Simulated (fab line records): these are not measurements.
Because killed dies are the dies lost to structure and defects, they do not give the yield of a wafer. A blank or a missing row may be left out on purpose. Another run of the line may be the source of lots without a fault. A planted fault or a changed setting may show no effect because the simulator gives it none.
Which tool was responsible? + flow sky130 + 24 lots, 72 wafers sampled, at 6 steps of a route of 708

WHAT EACH GAUGE READ, for each wafer
Not one reading of a measure or inspect step in the record can be checked against a usual standard deviation.

WHAT TOOL EACH LOT RAN ON (gives the tool, then ch and the chambers of the sampled wafers, and finally the start)
| lot  | SKY_VIA1_ETCH_14                   | SKY_METAL2_SPUTTER_02        | SKY_METAL3_SPUTTER_02        | SKY_METAL3_STRIP_19                  | SKY_VIA3_STRIP_16                    | SKY_METAL4_SPUTTER_01        |
|------|------------------------------------|------------------------------|------------------------------|--------------------------------------|--------------------------------------|------------------------------|
| L074 | rie-diel-03 ch 0,1,2, day 35 15:04 | pvd-sputter-03, day 35 16:28 | pvd-sputter-01, day 38 00:59 | plasma-asher-02 ch 0,1, day 40 05:16 | plasma-asher-03 ch 0,1, day 41 08:02 | pvd-sputter-02, day 41 09:21 |
| L075 | rie-diel-03 ch 0,1,2, day 35 22:43 | pvd-sputter-03, day 36 00:04 | pvd-sputter-02, day 38 08:53 | plasma-asher-03 ch 0,1, day 40 14:19 | plasma-asher-04 ch 0,1, day 41 17:16 | pvd-sputter-04, day 41 18:45 |
| L076 | rie-diel-02 ch 1,2,3, day 36 01:10 | pvd-sputter-03, day 36 02:37 | pvd-sputter-03, day 38 11:16 | plasma-asher-03 ch 0,1, day 40 16:11 | plasma-asher-03 ch 0,1, day 41 19:25 | pvd-sputter-03, day 41 20:41 |
| L077 | rie-diel-03 ch 0,3, day 37 02:28   | pvd-sputter-04, day 37 04:14 | pvd-sputter-01, day 39 12:14 | plasma-asher-02 ch 0,1, day 41 17:10 | plasma-asher-04 ch 0,1, day 42 19:29 | pvd-sputter-03, day 42 20:47 |
| L078 | rie-diel-02 ch 0,1,3, day 37 06:09 | pvd-sputter-04, day 37 08:00 | pvd-sputter-02, day 39 16:01 | plasma-asher-02 ch 0,1, day 41 19:47 | plasma-asher-04 ch 0,1, day 42 21:56 | pvd-sputter-04, day 42 23:12 |
| L079 | rie-diel-02 ch 0,1,3, day 37 08:28 | pvd-sputter-01, day 37 09:49 | pvd-sputter-01, day 39 18:22 | plasma-asher-02 ch 1, day 41 22:23   | plasma-asher-04 ch 0, day 43 01:05   | pvd-sputter-04, day 43 02:32 |
| L080 | rie-diel-03 ch 2,3, day 37 11:34   | pvd-sputter-03, day 37 12:58 | pvd-sputter-03, day 39 21:46 | plasma-asher-02 ch 0,1, day 42 02:05 | plasma-asher-03 ch 0,1, day 43 03:55 | pvd-sputter-03, day 43 05:37 |
| L081 | rie-diel-01 ch 0,3, day 38 02:16   | pvd-sputter-03, day 38 03:40 | pvd-sputter-01, day 40 10:45 | plasma-asher-01 ch 0, day 42 14:17   | plasma-asher-02 ch 0,1, day 43 16:01 | pvd-sputter-04, day 43 17:31 |
| L082 | rie-diel-02 ch 2,3, day 38 09:34   | pvd-sputter-01, day 38 10:56 | pvd-sputter-02, day 40 18:01 | plasma-asher-02 ch 0, day 42 21:20   | plasma-asher-04 ch 0,1, day 43 23:49 | pvd-sputter-03, day 44 01:14 |
| L083 | rie-diel-03 ch 1,3, day 38 12:29   | pvd-sputter-03, day 38 13:51 | pvd-sputter-02, day 40 21:02 | plasma-asher-03 ch 0,1, day 43 01:11 | plasma-asher-03 ch 0,1, day 44 02:52 | pvd-sputter-04, day 44 04:14 |
| L084 | rie-diel-01 ch 1,2,3, day 38 23:47 | pvd-sputter-01, day 39 01:09 | pvd-sputter-02, day 41 06:59 | plasma-asher-01 ch 0,1, day 43 09:07 | plasma-asher-03 ch 0,1, day 44 10:31 | pvd-sputter-02, day 44 11:47 |
| L085 | rie-diel-01 ch 0,3, day 39 09:10   | pvd-sputter-03, day 39 10:38 | pvd-sputter-03, day 41 17:20 | plasma-asher-02 ch 0, day 43 20:41   | plasma-asher-03 ch 0, day 44 21:34   | pvd-sputter-03, day 44 22:52 |
| L086 | rie-diel-01 ch 0,1, day 39 17:04   | pvd-sputter-04, day 39 18:25 | pvd-sputter-01, day 42 00:25 | plasma-asher-02 ch 0, day 44 02:44   | plasma-asher-02 ch 0,1, day 45 03:49 | pvd-sputter-02, day 45 05:11 |
| L088 | rie-diel-03 ch 0,2,3, day 39 20:49 | pvd-sputter-01, day 39 22:10 | pvd-sputter-02, day 42 04:34 | plasma-asher-03 ch 0,1, day 44 06:37 | plasma-asher-04 ch 0,1, day 45 07:17 | pvd-sputter-03, day 45 09:02 |
| L087 | rie-diel-02 ch 1,2,3, day 40 01:04 | pvd-sputter-04, day 40 03:05 | pvd-sputter-02, day 42 07:38 | plasma-asher-03 ch 0,1, day 44 09:25 | plasma-asher-03 ch 0,1, day 45 08:47 | pvd-sputter-04, day 45 10:06 |
| L089 | rie-diel-02 ch 2,3, day 40 03:56   | pvd-sputter-03, day 40 05:18 | pvd-sputter-01, day 42 10:57 | plasma-asher-03 ch 0,1, day 44 11:35 | plasma-asher-03 ch 0,1, day 45 12:07 | pvd-sputter-02, day 45 13:23 |
| L090 | rie-diel-01 ch 0,3, day 40 13:20   | pvd-sputter-04, day 40 14:44 | pvd-sputter-02, day 42 21:20 | plasma-asher-01 ch 0,1, day 44 22:28 | plasma-asher-04 ch 0,1, day 45 22:34 | pvd-sputter-03, day 45 23:53 |
| L091 | rie-diel-03 ch 1,3, day 40 17:01   | pvd-sputter-03, day 40 18:23 | pvd-sputter-03, day 42 23:35 | plasma-asher-01 ch 0,1, day 45 00:08 | plasma-asher-04 ch 1, day 46 00:01   | pvd-sputter-04, day 46 01:25 |
| L092 | rie-diel-02 ch 0,1,3, day 40 22:19 | pvd-sputter-04, day 40 23:40 | pvd-sputter-03, day 43 04:49 | plasma-asher-01 ch 0,1, day 45 05:40 | plasma-asher-02 ch 0,1, day 46 05:39 | pvd-sputter-03, day 46 06:56 |
| L093 | rie-diel-02 ch 0,2,3, day 41 04:58 | pvd-sputter-01, day 41 06:25 | pvd-sputter-02, day 43 11:42 | plasma-asher-02 ch 0,1, day 45 09:46 | plasma-asher-02 ch 0,1, day 46 09:28 | pvd-sputter-02, day 46 10:44 |
| L094 | rie-diel-03 ch 0,2,3, day 41 09:41 | pvd-sputter-03, day 41 11:04 | pvd-sputter-03, day 43 16:18 | plasma-asher-01 ch 0,1, day 45 16:11 | plasma-asher-03 ch 0,1, day 46 16:49 | pvd-sputter-04, day 46 18:06 |
| L095 | rie-diel-03 ch 1,2,3, day 41 20:34 | pvd-sputter-01, day 41 21:56 | pvd-sputter-03, day 44 01:52 | plasma-asher-03 ch 0,1, day 46 01:50 | plasma-asher-02 ch 0,1, day 47 01:13 | pvd-sputter-04, day 47 02:41 |
| L096 | rie-diel-01 ch 0,2, day 42 02:07   | pvd-sputter-04, day 42 03:28 | pvd-sputter-02, day 44 07:12 | plasma-asher-01 ch 0,1, day 46 05:47 | plasma-asher-04 ch 0,1, day 47 04:40 | pvd-sputter-02, day 47 05:56 |
| L097 | rie-diel-01 ch 0,2,3, day 42 06:59 | pvd-sputter-03, day 42 08:21 | pvd-sputter-01, day 44 11:58 | plasma-asher-02 ch 0,1, day 46 10:53 | plasma-asher-04 ch 0,1, day 47 09:28 | pvd-sputter-03, day 47 10:52 |
- SKY_VIA1_ETCH_14: etches BARC in N2/H2, stops on SiO2, time 45.9 s, target depth 60 nm.
- SKY_METAL2_SPUTTER_02: material AlCu, target thk 250 nm, time 13.3 s.
- SKY_METAL3_SPUTTER_02: material AlCu, target thk 735 nm, time 39.1 s.
- SKY_METAL3_STRIP_19: strips in O2/N2.
- SKY_VIA3_STRIP_16: strips in O2/N2.
- SKY_METAL4_SPUTTER_01: material TiN, target thk 20 nm, time 16.7 s.

AS READ BY THE TOOLS THEMSELVES (means over the sampled wafers that have a number; for cases with no such wafer, the mark the record gives instead)
SKY_VIA1_ETCH_14.
| lot  | tool        | drypump-motor-current-A (A) | h2-flow-sccm (sccm) | oes-product-au (a.u.) | throttle-valve-pct (%) |
|------|-------------|-----------------------------|---------------------|-----------------------|------------------------|
| L074 | rie-diel-03 | 5.8                         | 200.7               | 0.856                 | 13.220                 |
| L075 | rie-diel-03 | 5.8                         | 199.8               | 0.855                 | 13.227                 |
| L076 | rie-diel-02 | 5.7                         | 199.8               | 0.853                 | 13.230                 |
| L077 | rie-diel-03 | 5.8                         | 199.8               | 0.857                 | 13.215                 |
| L078 | rie-diel-02 | 5.3                         | 199.9               | 0.855                 | 13.217                 |
| L079 | rie-diel-02 | 5.3                         | 200.5               | 0.858                 | 13.233                 |
| L080 | rie-diel-03 | 6.0                         | 200.1               | 0.854                 | 13.224                 |
| L081 | rie-diel-01 | 5.8                         | 200.5               | 0.853                 | 13.225                 |
| L082 | rie-diel-02 | 6.2                         | 200.2               | 0.853                 | 13.226                 |
| L083 | rie-diel-03 | 6.4                         | 199.8               | 0.854                 | 13.221                 |
| L084 | rie-diel-01 | 5.5                         | 199.9               | 0.861                 | 13.231                 |
| L085 | rie-diel-01 | 5.8                         | 200.3               | 0.857                 | 13.223                 |
| L086 | rie-diel-01 | 5.5                         | 199.9               | 0.853                 | 13.231                 |
| L088 | rie-diel-03 | 5.7                         | 200.4               | 0.854                 | 13.226                 |
| L087 | rie-diel-02 | 5.7                         | 199.7               | 0.848                 | 13.229                 |
| L089 | rie-diel-02 | 6.1                         | 199.5               | 0.852                 | 13.223                 |
| L090 | rie-diel-01 | 5.7                         | 199.1               | 0.856                 | 13.227                 |
| L091 | rie-diel-03 | 6.5                         | 200.1               | 0.856                 | 13.229                 |
| L092 | rie-diel-02 | 5.3                         | 200.1               | 0.857                 | 13.220                 |
| L093 | rie-diel-02 | 5.8                         | 199.5               | 0.852                 | 13.228                 |
| L094 | rie-diel-03 | 5.7                         | 199.9               | 0.850                 | 13.228                 |
| L095 | rie-diel-03 | 6.3                         | 199.6               | 0.855                 | 13.234                 |
| L096 | rie-diel-01 | 5.8                         | 199.6               | 0.855                 | 13.219                 |
| L097 | rie-diel-01 | 5.7                         | 200.7               | 0.853                 | 13.225                 |

SKY_METAL2_SPUTTER_02.
| lot  | tool           | chamber-pressure-pa (Pa) | throttle-valve-pct (%) |
|------|----------------|--------------------------|------------------------|
| L074 | pvd-sputter-03 | 0.3999                   | 30.2                   |
| L075 | pvd-sputter-03 | 0.4001                   | 30.7                   |
| L076 | pvd-sputter-03 | 0.3998                   | 30.5                   |
| L077 | pvd-sputter-04 | 0.3999                   | 30.9                   |
| L078 | pvd-sputter-04 | 0.4002                   | 31.0                   |
| L079 | pvd-sputter-01 | 0.4008                   | 29.7                   |
| L080 | pvd-sputter-03 | 0.4002                   | 30.3                   |
| L081 | pvd-sputter-03 | 0.4000                   | 30.7                   |
| L082 | pvd-sputter-01 | 0.4001                   | 29.1                   |
| L083 | pvd-sputter-03 | 0.3998                   | 30.3                   |
| L084 | pvd-sputter-01 | 0.4001                   | 29.5                   |
| L085 | pvd-sputter-03 | 0.4002                   | 29.8                   |
| L086 | pvd-sputter-04 | 0.3990                   | 31.0                   |
| L088 | pvd-sputter-01 | 0.4000                   | 29.7                   |
| L087 | pvd-sputter-04 | 0.3997                   | 30.8                   |
| L089 | pvd-sputter-03 | 0.4007                   | 30.6                   |
| L090 | pvd-sputter-04 | 0.3994                   | 30.9                   |
| L091 | pvd-sputter-03 | 0.3992                   | 30.3                   |
| L092 | pvd-sputter-04 | 0.3993                   | 30.8                   |
| L093 | pvd-sputter-01 | 0.3995                   | 29.4                   |
| L094 | pvd-sputter-03 | 0.3993                   | 29.7                   |
| L095 | pvd-sputter-01 | 0.3992                   | 30.1                   |
| L096 | pvd-sputter-04 | 0.3993                   | 30.4                   |
| L097 | pvd-sputter-03 | 0.4002                   | 30.5                   |

SKY_METAL3_SPUTTER_02.
| lot  | tool           | chamber-pressure-pa (Pa) | throttle-valve-pct (%) |
|------|----------------|--------------------------|------------------------|
| L074 | pvd-sputter-01 | 0.4009                   | 30.3                   |
| L075 | pvd-sputter-02 | 0.3999                   | 30.3                   |
| L076 | pvd-sputter-03 | 0.4006                   | 30.6                   |
| L077 | pvd-sputter-01 | 0.4001                   | 29.4                   |
| L078 | pvd-sputter-02 | 0.4001                   | 31.0                   |
| L079 | pvd-sputter-01 | 0.4000                   | 29.7                   |
| L080 | pvd-sputter-03 | 0.3999                   | 30.9                   |
| L081 | pvd-sputter-01 | 0.4002                   | 29.6                   |
| L082 | pvd-sputter-02 | 0.3998                   | 30.9                   |
| L083 | pvd-sputter-02 | 0.4010                   | 30.7                   |
| L084 | pvd-sputter-02 | 0.4001                   | 30.5                   |
| L085 | pvd-sputter-03 | 0.4002                   | 29.8                   |
| L086 | pvd-sputter-01 | 0.4004                   | 29.3                   |
| L088 | pvd-sputter-02 | 0.3994                   | 30.3                   |
| L087 | pvd-sputter-02 | 0.3997                   | 31.0                   |
| L089 | pvd-sputter-01 | 0.4006                   | 30.5                   |
| L090 | pvd-sputter-02 | 0.3998                   | 31.2                   |
| L091 | pvd-sputter-03 | 0.4001                   | 30.3                   |
| L092 | pvd-sputter-03 | 0.4001                   | 30.0                   |
| L093 | pvd-sputter-02 | 0.3998                   | 30.3                   |
| L094 | pvd-sputter-03 | 0.3998                   | 29.7                   |
| L095 | pvd-sputter-03 | 0.4005                   | 30.6                   |
| L096 | pvd-sputter-02 | 0.4002                   | 30.3                   |
| L097 | pvd-sputter-01 | 0.4000                   | 29.7                   |

SKY_METAL3_STRIP_19.
| lot  | tool            | drypump-motor-current-A (A) | oes-product-au (a.u.) | strip-time-to-endpoint-s (s) |
|------|-----------------|-----------------------------|-----------------------|------------------------------|
| L074 | plasma-asher-02 | 6.0                         | 0.500                 | 6.46                         |
| L075 | plasma-asher-03 | 5.3                         | 0.499                 | 6.55                         |
| L076 | plasma-asher-03 | 5.3                         | 0.514                 | 6.72                         |
| L077 | plasma-asher-02 | 6.1                         | 0.504                 | 6.60                         |
| L078 | plasma-asher-02 | 5.4                         | 0.506                 | 6.53                         |
| L079 | plasma-asher-02 | 6.6                         | 0.500                 | 6.51                         |
| L080 | plasma-asher-02 | 6.0                         | 0.506                 | 6.51                         |
| L081 | plasma-asher-01 | 5.8                         | 0.504                 | 6.62                         |
| L082 | plasma-asher-02 | 4.8                         | 0.502                 | 6.52                         |
| L083 | plasma-asher-03 | 5.6                         | 0.507                 | 6.61                         |
| L084 | plasma-asher-01 | 6.1                         | 0.507                 | 6.58                         |
| L085 | plasma-asher-02 | 4.8                         | 0.503                 | 6.48                         |
| L086 | plasma-asher-02 | 4.8                         | 0.502                 | 6.56                         |
| L088 | plasma-asher-03 | 5.3                         | 0.510                 | 6.71                         |
| L087 | plasma-asher-03 | 5.5                         | 0.501                 | 6.43                         |
| L089 | plasma-asher-03 | 5.4                         | 0.503                 | 6.56                         |
| L090 | plasma-asher-01 | 6.1                         | 0.499                 | 6.62                         |
| L091 | plasma-asher-01 | 6.1                         | 0.509                 | 6.64                         |
| L092 | plasma-asher-01 | 6.3                         | 0.505                 | 6.55                         |
| L093 | plasma-asher-02 | 6.0                         | 0.505                 | 6.64                         |
| L094 | plasma-asher-01 | 6.3                         | 0.499                 | 6.57                         |
| L095 | plasma-asher-03 | 5.5                         | 0.504                 | 6.60                         |
| L096 | plasma-asher-01 | 6.1                         | 0.507                 | 6.68                         |
| L097 | plasma-asher-02 | 6.0                         | 0.506                 | 6.57                         |

SKY_VIA3_STRIP_16.
| lot  | tool            | drypump-motor-current-A (A) | oes-product-au (a.u.) | strip-time-to-endpoint-s (s) |
|------|-----------------|-----------------------------|-----------------------|------------------------------|
| L074 | plasma-asher-03 | 5.5                         | 0.400                 | 4.131                        |
| L075 | plasma-asher-04 | 5.5                         | 0.396                 | 4.120                        |
| L076 | plasma-asher-03 | 5.3                         | 0.404                 | 4.129                        |
| L077 | plasma-asher-04 | 5.7                         | 0.404                 | 4.141                        |
| L078 | plasma-asher-04 | 5.5                         | 0.401                 | 4.130                        |
| L079 | plasma-asher-04 | 5.8                         | 0.407                 | 4.163                        |
| L080 | plasma-asher-03 | 5.3                         | 0.397                 | 4.151                        |
| L081 | plasma-asher-02 | 5.4                         | 0.396                 | 4.077                        |
| L082 | plasma-asher-04 | 5.5                         | 0.408                 | 4.175                        |
| L083 | plasma-asher-03 | 5.3                         | 0.399                 | 4.136                        |
| L084 | plasma-asher-03 | 5.5                         | 0.403                 | 4.142                        |
| L085 | plasma-asher-03 | 5.8                         | 0.401                 | 4.138                        |
| L086 | plasma-asher-02 | 6.0                         | 0.399                 | 4.089                        |
| L088 | plasma-asher-04 | 5.5                         | 0.405                 | 4.121                        |
| L087 | plasma-asher-03 | 5.6                         | 0.402                 | 4.148                        |
| L089 | plasma-asher-03 | 5.5                         | 0.396                 | 4.147                        |
| L090 | plasma-asher-04 | 5.7                         | 0.404                 | 4.116                        |
| L091 | plasma-asher-04 | 5.4                         | 0.400                 | 4.124                        |
| L092 | plasma-asher-02 | 5.4                         | 0.403                 | 4.155                        |
| L093 | plasma-asher-02 | 6.1                         | 0.403                 | 4.176                        |
| L094 | plasma-asher-03 | 5.5                         | 0.402                 | 4.176                        |
| L095 | plasma-asher-02 | 5.4                         | 0.408                 | 4.159                        |
| L096 | plasma-asher-04 | 5.5                         | 0.403                 | 4.097                        |
| L097 | plasma-asher-04 | 5.7                         | 0.403                 | 4.182                        |

SKY_METAL4_SPUTTER_01.
| lot  | tool           | chamber-pressure-pa (Pa) | throttle-valve-pct (%) |
|------|----------------|--------------------------|------------------------|
| L074 | pvd-sputter-02 | 0.3931                   | 30.4                   |
| L075 | pvd-sputter-04 | 0.3930                   | 30.7                   |
| L076 | pvd-sputter-03 | 0.3933                   | 30.5                   |
| L077 | pvd-sputter-03 | 0.3931                   | 31.2                   |
| L078 | pvd-sputter-04 | 0.3933                   | 31.0                   |
| L079 | pvd-sputter-04 | 0.3921                   | 30.7                   |
| L080 | pvd-sputter-03 | 0.3929                   | 30.6                   |
| L081 | pvd-sputter-04 | 0.3939                   | 30.7                   |
| L082 | pvd-sputter-03 | 0.3943                   | 30.1                   |
| L083 | pvd-sputter-04 | 0.3930                   | 30.8                   |
| L084 | pvd-sputter-02 | 0.3936                   | 30.9                   |
| L085 | pvd-sputter-03 | 0.3936                   | 29.8                   |
| L086 | pvd-sputter-02 | 0.3927                   | 30.9                   |
| L088 | pvd-sputter-03 | 0.3930                   | 31.4                   |
| L087 | pvd-sputter-04 | 0.3937                   | 30.5                   |
| L089 | pvd-sputter-02 | 0.3931                   | 30.2                   |
| L090 | pvd-sputter-03 | 0.3936                   | 30.2                   |
| L091 | pvd-sputter-04 | 0.3935                   | 30.7                   |
| L092 | pvd-sputter-03 | 0.3939                   | 30.4                   |
| L093 | pvd-sputter-02 | 0.3933                   | 31.4                   |
| L094 | pvd-sputter-04 | 0.3923                   | 30.9                   |
| L095 | pvd-sputter-04 | 0.3931                   | 30.6                   |
| L096 | pvd-sputter-02 | 0.3930                   | 31.0                   |
| L097 | pvd-sputter-03 | 0.3934                   | 30.7                   |

THE ANSWER, worked out from the rows above alone
Rule: usual is defined by the lots themselves. Put in order of their means at a reading, lots are off if they are a third of the lots or fewer, leave a main group of 4 or more, and stand apart from it by a gap of 3 or more times the standard deviation of the main group's means; of several such gaps the widest counts. A main group is skipped when, at the precision printed for the reading in the tables above, its means are all equal. Also off: a lot with no number at a reading for which 4 or more lots have one. All remaining lots with rows at the step are treated as sound. Order of review: gauges by route order, followed by the tools' own readings, for which a lot's mean as printed above is used. At the first step where some lot is off, the reading lying furthest off is the one used; lots without a number count as furthest.
No lot is off at any reading shown: from this, nothing can be told.

WHAT HAD BEEN PUT IN BY THE SIMULATOR
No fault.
